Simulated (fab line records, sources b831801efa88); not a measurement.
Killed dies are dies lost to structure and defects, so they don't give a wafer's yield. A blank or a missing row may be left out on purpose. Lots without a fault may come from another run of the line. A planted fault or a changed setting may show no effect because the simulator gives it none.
Which tool did it? | flow sky130 | 13 lots, 39 wafers sampled, at 4 steps of a route of 708

WHAT THE GAUGES READ, wafer by wafer
The record holds no reading of a measuring or inspecting step that can be judged against a usual standard deviation.

WHICH TOOL RAN EACH LOT (tool, then ch and the chambers of the sampled wafers, then the start)
lot  | SKY_LDD_N_IMPLANT_09            | SKY_LI_CONTACT_CMP_02         | SKY_LI_CONTACT_CMP_24         | SKY_CONTACT_ETCH_18
L489 | implanter-04 ch 0, day 17 14:56 | cmp-02 ch 0,3, day 27 21:37   | cmp-01 ch 0,2,3, day 29 03:17 | rie_diel-02 ch 0,1, no start
L490 | implanter-02 ch 0, day 18 03:38 | cmp-01 ch 1,2,3, day 28 07:27 | cmp-01 ch 1,3, day 29 12:41   | rie_diel-01 ch 0,1,3, no start
L491 | implanter-04 ch 0, day 19 17:14 | cmp-02 ch 0,2, day 29 15:51   | cmp-02 ch 1,2,3, day 30 21:07 | rie_diel-02 ch 0,1,2, no start
L492 | implanter-04 ch 0, day 19 18:27 | cmp-02 ch 0,2,3, day 29 19:19 | cmp-02 ch 0,1,2, day 30 23:17 | rie_diel-02 ch 2,3, no start
L493 | implanter-04 ch 0, day 19 19:38 | cmp-01 ch 1,2,3, day 29 20:48 | cmp-02 ch 0,2,3, day 31 02:01 | rie_diel-01 ch 2,3, no start
L495 | implanter-04 ch 0, day 19 20:50 | cmp-02 ch 0,2, day 29 20:40   | cmp-01 ch 0,2,3, day 31 01:49 | rie_diel-02 ch 1,2,3, no start
L496 | implanter-02 ch 0, day 20 04:51 | cmp-02 ch 1,2,3, day 30 03:48 | cmp-01 ch 0,2,3, day 31 08:25 | rie_diel-03 ch 1,2,3, no start
L498 | implanter-04 ch 0, day 20 23:21 | cmp-01 ch 0,3, day 30 23:24   | cmp-02 ch 0,3, day 32 04:43   | rie_diel-02 ch 2,3, no start
L502 | implanter-02 ch 0, day 23 19:47 | cmp-01 ch 1,2,3, day 33 11:23 | cmp-01 ch 0,1,2, day 34 16:29 | rie_diel-01 ch 0,1,2, no start
L507 | implanter-02 ch 0, day 24 03:20 | cmp-01 ch 1,3, day 33 21:02   | cmp-02 ch 0,1,3, day 35 02:09 | rie_diel-01 ch 1,2, no start
L509 | implanter-01 ch 0, day 24 18:56 | cmp-02 ch 1,3, day 34 08:56   | cmp-02 ch 1,2,3, day 35 13:28 | rie_diel-03 ch 1,2,3, no start
L511 | implanter-04 ch 0, day 25 12:02 | cmp-02 ch 0,1,2, day 35 01:39 | cmp-01 ch 1,2,3, day 36 04:47 | rie_diel-01 ch 0,1,2, no start
L512 | implanter-01 ch 0, day 25 18:20 | cmp-02 ch 0,1,2, day 35 05:44 | cmp-02 ch 0,1,3, day 36 09:13 | rie_diel-03 ch 1,2,3, no start
- SKY_LDD_N_IMPLANT_09
- SKY_LI_CONTACT_CMP_02: polishes PSG.
- SKY_LI_CONTACT_CMP_24: polishes, stops on PSG, t overpolish 20 s, target thk 0 nm.
- SKY_CONTACT_ETCH_18: etches Si3N4 in CHF3/O2, stops on TiN, time 39 s, target depth 75 nm.

WHAT THE TOOLS THEMSELVES READ (means of the sampled wafers that have a number; where no wafer has one, the mark that the record gives instead)
SKY_LDD_N_IMPLANT_09. Usual: rotation_deg 113.00 degrees, standard deviation 0.033.
lot  | tool         | rotation_deg (degrees) | flag
L489 | implanter-04 | 113.01                 |
L490 | implanter-02 | 112.97                 |
L491 | implanter-04 | 112.99                 |
L492 | implanter-04 | 113.01                 |
L493 | implanter-04 | 113.01                 |
L495 | implanter-04 | 112.98                 |
L496 | implanter-02 | 112.99                 |
L498 | implanter-04 | 113.02                 |
L502 | implanter-02 | 247.51                 | OFF
L507 | implanter-02 | 247.48                 | OFF
L509 | implanter-01 | 112.97                 |
L511 | implanter-04 | 113.01                 |
L512 | implanter-01 | 113.04                 |

SKY_LI_CONTACT_CMP_02. Usual: motor_current_A 11.9 A, standard deviation 1.5; slurry_flow_ml_min 150.0, standard deviation 0.45; time_to_endpoint_s 32.3 s, standard deviation 2.3.
lot  | tool   | motor_current_A (A) | slurry_flow_ml_min | time_to_endpoint_s (s) | flag
L489 | cmp-02 | 11.5                | 149.8              | 30.5                   |
L490 | cmp-01 | 12.7                | 149.4              | 31.1                   |
L491 | cmp-02 | 11.6                | 150.1              | 31.7                   |
L492 | cmp-02 | 12.0                | 149.9              | 36.8                   |
L493 | cmp-01 | 12.4                | 150.1              | 30.2                   |
L495 | cmp-02 | 11.9                | 149.4              | 34.4                   |
L496 | cmp-02 | 10.7                | 150.0              | 35.1                   |
L498 | cmp-01 | 12.7                | 150.1              | 33.0                   |
L502 | cmp-01 | 12.6                | 149.4              | 30.9                   |
L507 | cmp-01 | 12.9                | 149.4              | 31.3                   |
L509 | cmp-02 | 10.7                | 149.6              | 34.3                   |
L511 | cmp-02 | 11.2                | 149.7              | 30.9                   |
L512 | cmp-02 | 11.1                | 149.8              | 32.4                   |

SKY_LI_CONTACT_CMP_24. Usual: motor_current_A 11.0 A, standard deviation 1.3; overpolish_run_s 19.999 s, standard deviation 0.009; slurry_flow_ml_min 150.0, standard deviation 0.44; time_to_endpoint_s 96 s, standard deviation 3.4.
lot  | tool   | motor_current_A (A) | overpolish_run_s (s) | slurry_flow_ml_min | time_to_endpoint_s (s) | flag
L489 | cmp-01 | 12.2                | 20.000               | 150.1              | 95                     |
L490 | cmp-01 | 11.6                | 20.002               | 150.0              | 100                    |
L491 | cmp-02 | 10.1                | 20.011               | 150.0              | 95                     |
L492 | cmp-02 | 10.2                | 20.004               | 150.3              | 95                     |
L493 | cmp-02 | 11.1                | 19.996               | 150.0              | 96                     |
L495 | cmp-01 | 12.3                | 20.006               | 150.3              | 97                     |
L496 | cmp-01 | 12.3                | 19.999               | 149.7              | 96                     |
L498 | cmp-02 | 10.6                | 19.991               | 149.6              | 95                     |
L502 | cmp-01 | 12.4                | 20.006               | 150.5              | 92                     |
L507 | cmp-02 | 9.8                 | 20.004               | 149.8              | 94                     |
L509 | cmp-02 | 9.9                 | 19.997               | 150.0              | 96                     |
L511 | cmp-01 | 11.6                | 20.001               | 150.3              | 99                     |
L512 | cmp-02 | 10.2                | 19.997               | 150.0              | 98                     |

SKY_CONTACT_ETCH_18. Usual: drypump_motor_current_A 5.9 A, standard deviation 0.39; oes_product_au 0.856 a.u., standard deviation 0.0073; throttle_valve_pct 8.792 %, standard deviation 0.0087.
lot  | tool        | drypump_motor_current_A (A) | oes_product_au (a.u.) | throttle_valve_pct (%) | flag
L489 | rie_diel-02 | 5.9                         | 0.853                 | 8.791                  |
L490 | rie_diel-01 | 5.7                         | 0.859                 | 8.793                  |
L491 | rie_diel-02 | 5.8                         | 0.846                 | 8.791                  |
L492 | rie_diel-02 | 5.7                         | 0.854                 | 8.789                  |
L493 | rie_diel-01 | 6.0                         | 0.853                 | 8.793                  |
L495 | rie_diel-02 | 5.8                         | 0.864                 | 8.794                  |
L496 | rie_diel-03 | 5.9                         | 0.850                 | 8.791                  |
L498 | rie_diel-02 | 5.7                         | 0.863                 | 8.800                  |
L502 | rie_diel-01 | 5.7                         | 0.852                 | 8.792                  |
L507 | rie_diel-01 | 5.7                         | 0.861                 | 8.796                  |
L509 | rie_diel-03 | 5.9                         | 0.860                 | 8.789                  |
L511 | rie_diel-01 | 5.7                         | 0.856                 | 8.797                  |
L512 | rie_diel-03 | 5.9                         | 0.856                 | 8.794                  |

THE ANSWER, worked out from the rows above alone
Rule: a lot is off if the mean of its wafers that have a number lies more than 3 standard deviations from the usual mean. A lot without any number at a reading at which 4 lots or more have one is off too. The other lots that the step has rows for count as sound. The gauges are gone through in route order, then the tools' own readings, and for those a lot's mean is taken as printed above. The first step at which some lot is off is used, and at that step the reading that is off furthest; a lot without a number counts as furthest.
Off: L502, L507, at SKY_LDD_N_IMPLANT_09 (rotation_deg).
A tool fits if, at that step or a process step before it, it ran every lot that is off, and no sound lot after the first of them. One fits: implanter-02 at SKY_LDD_N_IMPLANT_09. Its last sound lot is L496 (day 20 04:51), its first lot that is off L502 (day 23 19:47): a fault that began between those two fits.
The tool's own readings at SKY_LDD_N_IMPLANT_09 bear it out: on the lots that are off they differ by more than 5 times the standard deviation of the sound lots' means. rotation_deg reads 247.50 degrees there against 113.00 degrees on the sound lots.

WHAT THE SIMULATOR HAD PUT IN
Process parameter drift: implanter-02, from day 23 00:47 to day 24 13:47, at SKY_LDD_N_IMPLANT_09. Setting rotation_deg, moved by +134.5, from 113. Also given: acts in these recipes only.
Lots struck among those shown: L502, L507. The rule above found the same.
